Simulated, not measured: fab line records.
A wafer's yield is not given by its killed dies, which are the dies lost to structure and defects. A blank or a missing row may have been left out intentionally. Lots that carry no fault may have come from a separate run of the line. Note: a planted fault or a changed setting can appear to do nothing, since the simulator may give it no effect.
fab line records ; flow sky130 ; part 1 of 2: steps 1 to 31 of 42
[record] lots = 5; wafers = 15; last-day = 50
route steps=708 shown SD_P@325 RES_XHIGH@332 SD_N@342 SALICIDE@361 LI_CONTACT@362
lots that met no fault: taken from a fault-free run of the same line
start-h: hours from the record's opening day to when the first of the lot's shown wafers began ; wait-h: hours since the lot's step before ; " unchanged from the row above ; L1.1+2: a row that stands for several wafers ; - either no value or no given start ; * or withheld: withheld ; < > ~ a bound
route shown NAME@n: a module of which the file shows steps, and the number in the route of the first ; usual: mean and standard deviation over wafers with no fault ; same: alike in all rows ; chamber/n: place in a boat ; sites: per-site readings ; _std_site: the standard deviation of these ; _edge_site: mean of outer sites minus mean of inner sites ; radius-mm: how far each site lies from the wafer's centre ; mask NAME#n: copy n ; behind: tool/chamber where the wafer was last shaped ; hold: why the lot was held/for how many hours/how that ended ; device: the transistor (n, p or np) that didn't switch ; end of line: the tests these same wafers got at the end of their route ; where a step has no rows: the recipe by itself ; killed: at the first sort, the dies lost to defects and structure; wafer yield is something else ; map: shows each die of a wafer: x if killed, . if not, _ if none is there
set.NAME: the setting the step ran with; set.NAME@STEP: the setting that earlier step ran with ; model.NAME: the simulator's own value behind a step, which no gauge read
lots at some steps of the route; a table a step, a row a wafer
services: a tool's chamber out of use, with start hour (start-h, from the record's first day; less than 0 if before it), hours out, and reason
[[steps]]
[step SKY_SD_P_PEB_05]
[recipe] temp-c = withheld; time-s = *; resist = NOVOLAK
lot.wafer;tool;chamber;start-h;wait-h
L082.2+3+6;litho-track-04;0;-;-
L090.1+2+4;litho-track-04;0;-;-
L091.1+3+5;litho-track-01;0;-;-
L092.3+5+6;litho-track-01;0;-;-
L097.3+4+5;litho-track-01;0;-;-
[step SKY_SD_P_DEVELOP_06]
[recipe] resist = NOVOLAK; developer = TMAH; develop-time-s = 60; dev-temp-c = 23
lot.wafer;tool;chamber;start-h;wait-h
L082.2+3+6;litho-track-04;0;662.76;0.1
L090.1+2+4;litho-track-04;0;721.09;0.1
L091.1+3+5;litho-track-01;0;723.03;0.1
L092.3+5+6;litho-track-01;0;734.38;0.1
L097.3+4+5;litho-track-01;0;764.48;0.1
[step SKY_SD_P_CD_MEAS_07]
[recipe] target-cd-nm = 380
[usual] cd-nm = 380.2/2.2
lot.wafer;tool;chamber;start-h;wait-h;cd-nm
L082.2;cd-sem-02;-;662.91;0.1;381.3
L082.3;cd-sem-02;-;662.91;0.1;381.4
L082.6;cd-sem-02;-;662.91;0.1;382.7
L090.1;cd-sem-01;-;721.24;0.1;383.8
L090.2;cd-sem-01;-;721.24;0.1;380.8
L090.4;cd-sem-01;-;721.24;0.1;381.0
L091.1;cd-sem-01;-;723.18;0.1;379.1
L091.3;cd-sem-01;-;723.18;0.1;376.1
L091.5;cd-sem-01;-;723.18;0.1;379.1
L092.3;cd-sem-01;-;734.52;0.1;376.7
L092.5;cd-sem-01;-;734.52;0.1;379.8
L092.6;cd-sem-01;-;734.52;0.1;377.5
L097.3;cd-sem-01;-;764.62;0.1;379.6
L097.4;cd-sem-01;-;764.62;0.1;379.8
L097.5;cd-sem-01;-;764.62;0.1;378.4
[step SKY_SD_P_OVL_MEAS_08]
[usual] SD_P_OVL = 0.4/1.4
lot.wafer;tool;chamber;start-h;wait-h;SD_P_OVL[nm]
L082.2;overlay-01;-;663.01;0.1;3.0
L082.3;overlay-01;-;663.01;0.1;3.3
L082.6;overlay-01;-;663.01;0.1;2.5
L090.1;overlay-01;-;721.36;0.1;-0.8
L090.2;overlay-01;-;721.36;0.1;0.2
L090.4;overlay-01;-;721.36;0.1;0.0
L091.1;overlay-01;-;723.30;0.1;-3.3
L091.3;overlay-01;-;723.30;0.1;-2.7
L091.5;overlay-01;-;723.30;0.1;-0.9
L092.3;overlay-02;-;734.61;0.1;1.7
L092.5;overlay-02;-;734.61;0.1;-1.6
L092.6;overlay-02;-;734.61;0.1;-0.4
L097.3;overlay-02;-;764.71;0.1;3.4
L097.4;overlay-02;-;764.71;0.1;0.1
L097.5;overlay-02;-;764.71;0.1;0.2
[step SKY_SD_P_IMPLANT_09]
[recipe] species = BF2; energy-kev = 20; dose-cm2 = 3e+15; tilt-deg = 0
[usual] faraday-current-uA = 11351/890
lot.wafer;tool;chamber;start-h;wait-h;faraday-current-uA
L082.2;implanter-02;0;663.07;0.0;11163
L082.3;implanter-02;0;663.07;0.0;11254
L082.6;implanter-02;0;663.07;0.0;11499
L090.1;implanter-01;0;721.39;0.0;13270
L090.2;implanter-01;0;721.39;0.0;13003
L090.4;implanter-01;0;721.39;0.0;12617
L091.1;implanter-02;0;723.33;0.0;11382
L091.3;implanter-02;0;723.33;0.0;11125
L091.5;implanter-02;0;723.33;0.0;11042
L092.3;implanter-04;0;734.68;0.1;10770
L092.5;implanter-04;0;734.68;0.1;10377
L092.6;implanter-04;0;734.68;0.1;10641
L097.3;implanter-01;0;764.78;0.1;12414
L097.4;implanter-01;0;764.78;0.1;13291
L097.5;implanter-01;0;764.78;0.1;12997
[step SKY_SD_P_STRIP_10]
[recipe] chemistry = O2/N2; power-w = 1400; pressure-mtorr = 1500; platen-temp-c = withheld; o2-flow-sccm = 3000; n2-flow-sccm = 300; overash-fraction = 0.5
[usual] drypump-motor-current-A = 5.6/0.56; n2-flow-sccm = 300.0/0.91; oes-product-au = 0.617/0.0045; strip-time-to-endpoint-s = 17.51/0.047
lot.wafer;tool;chamber;start-h;wait-h;drypump-motor-current-A;n2-flow-sccm;oes-product-au;rf-hours-counter-h;strip-time-to-endpoint-s
L082.2;plasma-asher-04;1;663.19;0.1;5.8;300.3;0.621;51;17.52
L082.3;plasma-asher-04;1;663.19;0.1;5.8;299.2;0.618;-;17.58
L082.6;plasma-asher-04;0;663.19;0.1;5.5;299.1;0.616;-;17.54
L090.1;plasma-asher-03;1;721.54;0.1;4.9;300.0;0.622;28;17.48
L090.2;plasma-asher-03;0;721.54;0.1;6.2;301.8;0.618;28;17.52
L090.4;plasma-asher-03;0;721.54;0.1;6.3;301.0;0.612;-;17.47
L091.1;plasma-asher-04;1;723.48;0.1;5.8;301.2;0.618;57;17.54
L091.3;plasma-asher-04;1;723.48;0.1;5.8;301.5;0.618;-;17.53
L091.5;plasma-asher-04;0;723.48;0.1;5.6;299.3;0.614;-;17.53
L092.3;plasma-asher-03;0;734.82;0.1;6.2;300.7;0.619;-;17.47
L092.5;plasma-asher-03;0;734.82;0.1;6.2;300.2;0.618;-;17.48
L092.6;plasma-asher-03;1;734.82;0.1;4.9;299.8;0.609;-;17.41
L097.3;plasma-asher-03;1;764.92;0.1;4.9;300.8;0.620;-;17.46
L097.4;plasma-asher-03;0;764.92;0.1;6.2;299.5;0.614;-;17.44
L097.5;plasma-asher-03;0;764.92;0.1;6.2;301.3;0.605;-;17.44
[step SKY_SD_P_TW_MEAS_11]
[usual] SD_P_TW = 2819/12
lot.wafer;tool;chamber;start-h;wait-h;SD_P_TW
L082.2;film-metro-04;-;663.30;0.1;2800
L082.3;film-metro-04;-;663.30;0.1;2802
L082.6;film-metro-04;-;663.30;0.1;2828
L090.1;film-metro-04;-;721.65;0.1;2834
L090.2;film-metro-04;-;721.65;0.1;2815
L090.4;film-metro-04;-;721.65;0.1;2814
L091.1;film-metro-03;-;723.58;0.1;2819
L091.3;film-metro-03;-;723.58;0.1;2812
L091.5;film-metro-03;-;723.58;0.1;2823
L092.3;film-metro-04;-;734.90;0.1;2824
L092.5;film-metro-04;-;734.90;0.1;2823
L092.6;film-metro-04;-;734.90;0.1;2809
L097.3;film-metro-03;-;765.00;0.1;2803
L097.4;film-metro-03;-;765.00;0.1;2810
L097.5;film-metro-03;-;765.00;0.1;2817
[step SKY_RES_XHIGH_DEHYDRATE_00]
[recipe] temp-c = 200; time-s = 60
lot.wafer;tool;chamber;start-h;wait-h
L082.2+3+6;litho-track-01;0;676.30;13.0
L090.1+2+4;litho-track-01;0;734.48;12.8
L091.1+3+5;litho-track-02;0;736.06;12.5
L092.3+5+6;litho-track-03;0;747.70;12.8
L097.3+4+5;litho-track-01;0;777.93;12.9
[step SKY_RES_XHIGH_HMDS_01]
[recipe] prime-time-s = 60; prime-temp-c = 120
lot.wafer;tool;chamber;start-h;wait-h
L082.2+3+6;litho-track-01;0;676.45;0.1
L090.1+2+4;litho-track-01;0;734.63;0.1
L091.1+3+5;litho-track-02;0;736.21;0.1
L092.3+5+6;litho-track-03;0;747.85;0.1
L097.3+4+5;litho-track-01;0;778.08;0.1
[step SKY_RES_XHIGH_COAT_02]
[recipe] resist = NOVOLAK; spin-rpm = 3000; resist-thk-nm = 1140
lot.wafer;tool;chamber;start-h;wait-h
L082.2+3+6;litho-track-01;0;676.60;0.1
L090.1+2+4;litho-track-01;0;734.78;0.1
L091.1+3+5;litho-track-02;0;736.36;0.1
L092.3+5+6;litho-track-03;0;748.00;0.1
L097.3+4+5;litho-track-01;0;778.23;0.1
[step SKY_RES_XHIGH_SOFTBAKE_03]
[recipe] temp-c = 90; time-s = 60; resist = NOVOLAK
lot.wafer;tool;chamber;start-h;wait-h
L082.2+3+6;litho-track-01;0;676.75;0.1
L090.1+2+4;litho-track-01;0;734.93;0.1
L091.1+3+5;litho-track-02;0;736.51;0.1
L092.3+5+6;litho-track-03;0;748.15;0.1
L097.3+4+5;litho-track-01;0;778.38;0.1
[step SKY_RES_XHIGH_EXPOSE_04]
[recipe] mask-id = URPM; na = 0.6; source-shape = conventional; sigma-outer = 0.6; polarization = unpolarized; target-cd-nm = 1270; dose-mj = 140
[usual] reticle-temp-C = 22.97/0.11; stage-vel-mm-s = 499.93/0.25
lot.wafer;tool;chamber;start-h;wait-h;mask;reticle-temp-C;stage-vel-mm-s
L082.2;iline-stepper-02;0;-;-;URPM#0;22.92;499.95
L082.3;iline-stepper-02;0;-;-;URPM#0;23.03;500.13
L082.6;iline-stepper-02;0;-;-;URPM#0;22.96;499.65
L090.1;iline-stepper-01;0;-;-;URPM#0;22.98;499.72
L090.2;iline-stepper-01;0;-;-;URPM#0;22.87;499.53
L090.4;iline-stepper-01;0;-;-;URPM#0;23.05;499.72
L091.1;iline-stepper-01;0;-;-;URPM#0;22.99;499.86
L091.3;iline-stepper-01;0;-;-;URPM#0;22.82;500.10
L091.5;iline-stepper-01;0;-;-;URPM#0;22.78;500.21
L092.3;iline-stepper-01;0;-;-;URPM#0;22.90;499.72
L092.5;iline-stepper-01;0;-;-;URPM#0;22.90;499.71
L092.6;iline-stepper-01;0;-;-;URPM#0;22.88;499.61
L097.3;iline-stepper-02;0;-;-;URPM#0;22.82;500.04
L097.4;iline-stepper-02;0;-;-;URPM#0;22.85;499.99
L097.5;iline-stepper-02;0;-;-;URPM#0;22.81;499.83
[step SKY_RES_XHIGH_PEB_05]
[recipe] temp-c = withheld; time-s = *; resist = NOVOLAK
lot.wafer;tool;chamber;start-h;wait-h
L082.2+3+6;litho-track-03;0;-;-
L090.1+2+4;litho-track-02;0;-;-
L091.1+3+5;litho-track-01;0;-;-
L092.3+5+6;litho-track-03;0;-;-
L097.3+4+5;litho-track-01;0;-;-
[step SKY_RES_XHIGH_DEVELOP_06]
[recipe] resist = NOVOLAK; developer = TMAH; develop-time-s = 60; dev-temp-c = 23
lot.wafer;tool;chamber;start-h;wait-h
L082.2+3+6;litho-track-03;0;690.58;0.1
L090.1+2+4;litho-track-02;0;748.21;0.1
L091.1+3+5;litho-track-01;0;749.88;0.1
L092.3+5+6;litho-track-03;0;761.40;0.1
L097.3+4+5;litho-track-01;0;791.03;0.1
[step SKY_RES_XHIGH_IMPLANT_07]
[recipe] species = BF2; energy-kev = 20; dose-cm2 = 3.6e+14; tilt-deg = 0
[usual] faraday-current-uA = 504/63
lot.wafer;tool;chamber;start-h;wait-h;faraday-current-uA
L082.2;implanter-04;0;690.73;0.1;456
L082.3;implanter-04;0;690.73;0.1;442
L082.6;implanter-04;0;690.73;0.1;451
L090.1;implanter-04;0;748.36;0.1;445
L090.2;implanter-04;0;748.36;0.1;455
L090.4;implanter-04;0;748.36;0.1;460
L091.1;implanter-03;0;750.03;0.1;602
L091.3;implanter-03;0;750.03;0.1;593
L091.5;implanter-03;0;750.03;0.1;591
L092.3;implanter-03;0;761.55;0.1;588
L092.5;implanter-03;0;761.55;0.1;587
L092.6;implanter-03;0;761.55;0.1;598
L097.3;implanter-03;0;791.18;0.1;611
L097.4;implanter-03;0;791.18;0.1;589
L097.5;implanter-03;0;791.18;0.1;593
[step SKY_RES_XHIGH_STRIP_08]
[recipe] chemistry = O2/N2; power-w = 1400; pressure-mtorr = 1500; platen-temp-c = withheld; o2-flow-sccm = 3000; n2-flow-sccm = 300; overash-fraction = 0.5
[usual] drypump-motor-current-A = 5.6/0.48; n2-flow-sccm = 299.9/0.91; oes-product-au = 0.711/0.0043; strip-time-to-endpoint-s = 14.29/0.044
lot.wafer;tool;chamber;start-h;wait-h;drypump-motor-current-A;n2-flow-sccm;oes-product-au;rf-hours-counter-h;strip-time-to-endpoint-s
L082.2;plasma-asher-04;1;690.85;0.1;5.8;301.5;0.714;54;14.35
L082.3;plasma-asher-04;1;690.85;0.1;5.8;300.8;0.709;-;14.35
L082.6;plasma-asher-04;1;690.85;0.1;5.8;299.8;0.714;-;14.34
L090.1;plasma-asher-01;1;748.51;0.1;5.8;301.0;0.707;91;14.31
L090.2;plasma-asher-01;0;748.51;0.1;5.2;298.8;0.716;91;14.33
L090.4;plasma-asher-01;0;748.51;0.1;5.2;299.2;0.710;-;14.29
L091.1;plasma-asher-01;0;750.18;0.1;5.2;301.3;0.712;91;14.32
L091.3;plasma-asher-01;1;750.18;0.1;5.8;299.8;0.717;-;14.34
L091.5;plasma-asher-01;1;750.18;0.1;5.9;300.5;0.707;-;14.32
L092.3;plasma-asher-04;0;761.69;0.1;5.6;299.9;0.711;-;14.30
L092.5;plasma-asher-04;0;761.69;0.1;5.6;299.4;0.717;-;14.35
L092.6;plasma-asher-04;1;761.69;0.1;5.8;299.2;0.710;-;14.32
L097.3;plasma-asher-02;1;791.31;0.1;4.9;299.6;0.712;-;14.28
L097.4;plasma-asher-02;0;791.31;0.1;6.4;300.2;0.711;-;14.23
L097.5;plasma-asher-02;1;791.31;0.1;4.8;298.3;0.713;-;14.34
[step SKY_RES_XHIGH_TW_MEAS_09]
[usual] RES_XHIGH_TW = 1636/7.8
lot.wafer;tool;chamber;start-h;wait-h;RES_XHIGH_TW
L082.2;film-metro-04;-;690.96;0.1;1652
L082.3;film-metro-04;-;690.96;0.1;1640
L082.6;film-metro-04;-;690.96;0.1;1645
L090.1;film-metro-04;-;748.61;0.1;1623
L090.2;film-metro-04;-;748.61;0.1;1619
L090.4;film-metro-04;-;748.61;0.1;1628
L091.1;film-metro-01;-;750.28;0.1;1640
L091.3;film-metro-01;-;750.28;0.1;1622
L091.5;film-metro-01;-;750.28;0.1;1626
L092.3;film-metro-04;-;761.77;0.1;1627
L092.5;film-metro-04;-;761.77;0.1;1621
L092.6;film-metro-04;-;761.77;0.1;1634
L097.3;film-metro-03;-;791.40;0.1;1659
L097.4;film-metro-03;-;791.40;0.1;1639
L097.5;film-metro-03;-;791.40;0.1;1635
[step SKY_SD_N_DEHYDRATE_00]
[recipe] temp-c = 200; time-s = 60
lot.wafer;tool;chamber;start-h;wait-h
L082.2+3+6;litho-track-03;0;703.58;12.6
L090.1+2+4;litho-track-02;0;761.36;12.7
L091.1+3+5;litho-track-02;0;762.61;12.3
L092.3+5+6;litho-track-02;0;774.76;13.0
L097.3+4+5;litho-track-02;0;804.81;13.4
[step SKY_SD_N_HMDS_01]
[recipe] prime-time-s = 60; prime-temp-c = 120
lot.wafer;tool;chamber;start-h;wait-h
L082.2+3+6;litho-track-03;0;703.73;0.1
L090.1+2+4;litho-track-02;0;761.51;0.1
L091.1+3+5;litho-track-02;0;762.76;0.1
L092.3+5+6;litho-track-02;0;774.91;0.1
L097.3+4+5;litho-track-02;0;804.96;0.1
[step SKY_SD_N_COAT_02]
[recipe] resist = NOVOLAK; spin-rpm = 3000; resist-thk-nm = 1140
lot.wafer;tool;chamber;start-h;wait-h
L082.2+3+6;litho-track-03;0;703.88;0.1
L090.1+2+4;litho-track-02;0;761.66;0.1
L091.1+3+5;litho-track-02;0;762.91;0.1
L092.3+5+6;litho-track-02;0;775.06;0.1
L097.3+4+5;litho-track-02;0;805.11;0.1
[step SKY_SD_N_SOFTBAKE_03]
[recipe] temp-c = 90; time-s = 60; resist = NOVOLAK
lot.wafer;tool;chamber;start-h;wait-h
L082.2+3+6;litho-track-03;0;704.03;0.1
L090.1+2+4;litho-track-02;0;761.81;0.1
L091.1+3+5;litho-track-02;0;763.06;0.1
L092.3+5+6;litho-track-02;0;775.21;0.1
L097.3+4+5;litho-track-02;0;805.26;0.1
[step SKY_SD_N_EXPOSE_04]
[recipe] mask-id = NSDM; na = 0.6; source-shape = conventional; sigma-outer = 0.6; polarization = unpolarized; target-cd-nm = 380; dose-mj = 141
[usual] reticle-temp-C = 22.99/0.11; stage-vel-mm-s = 500.05/0.25
lot.wafer;tool;chamber;start-h;wait-h;mask;reticle-temp-C;stage-vel-mm-s
L082.2;iline-stepper-02;0;-;-;NSDM#0;22.98;499.99
L082.3;iline-stepper-02;0;-;-;NSDM#0;22.99;499.77
L082.6;iline-stepper-02;0;-;-;NSDM#0;23.05;499.86
L090.1;iline-stepper-01;0;-;-;NSDM#0;22.97;500.22
L090.2;iline-stepper-01;0;-;-;NSDM#0;23.16;500.18
L090.4;iline-stepper-01;0;-;-;NSDM#0;23.11;500.18
L091.1;iline-stepper-02;0;-;-;NSDM#0;23.02;500.00
L091.3;iline-stepper-02;0;-;-;NSDM#0;22.82;500.21
L091.5;iline-stepper-02;0;-;-;NSDM#0;22.95;499.76
L092.3;iline-stepper-02;0;-;-;NSDM#0;22.87;500.42
L092.5;iline-stepper-02;0;-;-;NSDM#0;22.85;500.02
L092.6;iline-stepper-02;0;-;-;NSDM#0;22.76;500.25
L097.3;iline-stepper-01;0;-;-;NSDM#0;23.13;500.08
L097.4;iline-stepper-01;0;-;-;NSDM#0;22.96;500.30
L097.5;iline-stepper-01;0;-;-;NSDM#0;23.15;499.92
[step SKY_SD_N_PEB_05]
[recipe] temp-c = withheld; time-s = *; resist = NOVOLAK
lot.wafer;tool;chamber;start-h;wait-h
L082.2+3+6;litho-track-04;0;-;-
L090.1+2+4;litho-track-04;0;-;-
L091.1+3+5;litho-track-04;0;-;-
L092.3+5+6;litho-track-02;0;-;-
L097.3+4+5;litho-track-03;0;-;-
[step SKY_SD_N_DEVELOP_06]
[recipe] resist = NOVOLAK; developer = TMAH; develop-time-s = 60; dev-temp-c = 23
lot.wafer;tool;chamber;start-h;wait-h
L082.2+3+6;litho-track-04;0;718.11;0.1
L090.1+2+4;litho-track-04;0;775.09;0.1
L091.1+3+5;litho-track-04;0;776.54;0.1
L092.3+5+6;litho-track-02;0;787.56;0.1
L097.3+4+5;litho-track-03;0;817.55;0.1
[step SKY_SD_N_CD_MEAS_07]
[recipe] target-cd-nm = 380
[usual] cd-nm = 380.2/1.9
lot.wafer;tool;chamber;start-h;wait-h;cd-nm
L082.2;cd-sem-02;-;718.26;0.1;376.4
L082.3;cd-sem-02;-;718.26;0.1;376.8
L082.6;cd-sem-02;-;718.26;0.1;378.9
L090.1;cd-sem-02;-;775.36;0.2;376.4
L090.2;cd-sem-02;-;775.36;0.2;379.2
L090.4;cd-sem-02;-;775.36;0.2;378.4
L091.1;cd-sem-02;-;776.69;0.1;380.8
L091.3;cd-sem-02;-;776.69;0.1;383.0
L091.5;cd-sem-02;-;776.69;0.1;379.9
L092.3;cd-sem-01;-;787.70;0.1;379.6
L092.5;cd-sem-01;-;787.70;0.1;379.6
L092.6;cd-sem-01;-;787.70;0.1;382.9
L097.3;cd-sem-01;-;817.69;0.1;379.1
L097.4;cd-sem-01;-;817.69;0.1;380.6
L097.5;cd-sem-01;-;817.69;0.1;379.9
[step SKY_SD_N_OVL_MEAS_08]
[usual] SD_N_OVL = 0.9/1.3
lot.wafer;tool;chamber;start-h;wait-h;SD_N_OVL[nm]
L082.2;overlay-02;-;718.36;0.1;2.9
L082.3;overlay-02;-;718.36;0.1;1.9
L082.6;overlay-02;-;718.36;0.1;3.0
L090.1;overlay-01;-;775.48;0.1;-0.8
L090.2;overlay-01;-;775.48;0.1;1.3
L090.4;overlay-01;-;775.48;0.1;2.1
L091.1;overlay-01;-;776.81;0.1;0.8
L091.3;overlay-01;-;776.81;0.1;1.6
L091.5;overlay-01;-;776.81;0.1;1.8
L092.3;overlay-01;-;787.80;0.1;-0.1
L092.5;overlay-01;-;787.80;0.1;0.4
L092.6;overlay-01;-;787.80;0.1;-0.8
L097.3;overlay-01;-;817.78;0.1;0.6
L097.4;overlay-01;-;817.78;0.1;2.6
L097.5;overlay-01;-;817.78;0.1;1.0
[step SKY_SD_N_IMPLANT_09]
[recipe] species = As; energy-kev = 50; dose-cm2 = 4e+15; tilt-deg = 0
[usual] faraday-current-uA = 11364/1100
lot.wafer;tool;chamber;start-h;wait-h;faraday-current-uA
L082.2;implanter-02;0;718.42;0.0;10840
L082.3;implanter-02;0;718.42;0.0;11087
L082.6;implanter-02;0;718.42;0.0;11198
L090.1;implanter-04;0;775.52;0.0;10331
L090.2;implanter-04;0;775.52;0.0;10557
L090.4;implanter-04;0;775.52;0.0;10602
L091.1;implanter-02;0;776.84;0.0;11187
L091.3;implanter-02;0;776.84;0.0;11421
L091.5;implanter-02;0;776.84;0.0;11153
L092.3;implanter-03;0;787.87;0.1;13064
L092.5;implanter-03;0;787.87;0.1;13749
L092.6;implanter-03;0;787.87;0.1;13603
L097.3;implanter-02;0;817.86;0.1;11050
L097.4;implanter-02;0;817.86;0.1;11562
L097.5;implanter-02;0;817.86;0.1;11451
[step SKY_SD_N_IMPLANT_10]
[recipe] species = P; energy-kev = 20; dose-cm2 = 1e+14; tilt-deg = 0
[usual] faraday-current-uA = 490/38
lot.wafer;tool;chamber;start-h;wait-h;faraday-current-uA
L082.2;implanter-02;0;718.57;0.1;494
L082.3;implanter-02;0;718.57;0.1;486
L082.6;implanter-02;0;718.57;0.1;483
L090.1;implanter-04;0;775.67;0.1;456
L090.2;implanter-04;0;775.67;0.1;433
L090.4;implanter-04;0;775.67;0.1;453
L091.1;implanter-02;0;776.99;0.1;483
L091.3;implanter-02;0;776.99;0.1;488
L091.5;implanter-02;0;776.99;0.1;495
L092.3;implanter-03;0;788.02;0.1;577
L092.5;implanter-03;0;788.02;0.1;546
L092.6;implanter-03;0;788.02;0.1;568
L097.3;implanter-02;0;818.01;0.1;501
L097.4;implanter-02;0;818.01;0.1;495
L097.5;implanter-02;0;818.01;0.1;491
[step SKY_SD_N_STRIP_11]
[recipe] chemistry = O2/N2; power-w = 1400; pressure-mtorr = 1500; platen-temp-c = withheld; o2-flow-sccm = 3000; n2-flow-sccm = 300; overash-fraction = 0.5
[usual] drypump-motor-current-A = 5.6/0.63; n2-flow-sccm = 300.0/0.92; oes-product-au = 0.528/0.0044; strip-time-to-endpoint-s = 22.55/0.049
lot.wafer;tool;chamber;start-h;wait-h;drypump-motor-current-A;n2-flow-sccm;oes-product-au;rf-hours-counter-h;strip-time-to-endpoint-s
L082.2;plasma-asher-01;0;718.69;0.1;5.2;298.5;0.532;88;22.55
L082.3;plasma-asher-01;0;718.69;0.1;5.2;297.9;0.528;-;22.50
L082.6;plasma-asher-01;1;718.69;0.1;5.9;300.9;0.528;-;22.55
L090.1;plasma-asher-03;0;775.82;0.1;6.3;299.7;0.533;33;22.42
L090.2;plasma-asher-03;1;775.82;0.1;4.9;300.1;0.524;33;22.42
L090.4;plasma-asher-03;0;775.82;0.1;6.3;299.0;0.527;-;22.41
L091.1;plasma-asher-02;0;777.14;0.1;6.4;300.1;0.518;3;22.61
L091.3;plasma-asher-02;1;777.14;0.1;4.9;300.5;0.530;-;22.54
L091.5;plasma-asher-02;1;777.14;0.1;4.8;300.8;0.533;-;22.57
L092.3;plasma-asher-02;1;788.15;0.1;4.9;300.4;0.536;-;22.54
L092.5;plasma-asher-02;1;788.15;0.1;4.9;300.5;0.524;-;22.56
L092.6;plasma-asher-02;0;788.15;0.1;6.4;300.5;0.529;-;22.54
L097.3;plasma-asher-01;1;818.14;0.1;5.8;302.0;0.516;-;22.56
L097.4;plasma-asher-01;0;818.14;0.1;5.2;299.4;0.530;-;22.53
L097.5;plasma-asher-01;1;818.14;0.1;5.8;300.7;0.523;-;22.56
[step SKY_SD_N_TW_MEAS_12]
[usual] SD_N_TW = 3975/18
lot.wafer;tool;chamber;start-h;wait-h;SD_N_TW
L082.2;film-metro-04;-;718.80;0.1;3936
L082.3;film-metro-04;-;718.80;0.1;3954
L082.6;film-metro-04;-;718.80;0.1;3950
L090.1;film-metro-01;-;775.92;0.1;3990
L090.2;film-metro-01;-;775.92;0.1;3965
L090.4;film-metro-01;-;775.92;0.1;3987
L091.1;film-metro-04;-;777.24;0.1;3955
L091.3;film-metro-04;-;777.24;0.1;3964
L091.5;film-metro-04;-;777.24;0.1;3963
L092.3;film-metro-03;-;788.26;0.1;3990
L092.5;film-metro-03;-;788.26;0.1;3984
L092.6;film-metro-03;-;788.26;0.1;4000
L097.3;film-metro-04;-;818.23;0.1;3999
L097.4;film-metro-04;-;818.23;0.1;3987
L097.5;film-metro-04;-;818.23;0.1;3984
[step SKY_SD_N_CLEAN_13]
[recipe] chemistry = SC1/SC2; mix = 1:4:20; temp-c = 70; time-s = 150; dry = n2-spin
lot.wafer;tool;chamber;start-h;wait-h
L082.2+3+6;wet-bench-01;1;718.85;0.0
L090.1+2+4;wet-bench-01;0;775.98;0.1
L091.1+3+5;wet-bench-04;3;777.30;0.1
L092.3+5+6;wet-bench-01;1;788.30;0.0
L097.3+4+5;wet-bench-03;3;818.27;0.0
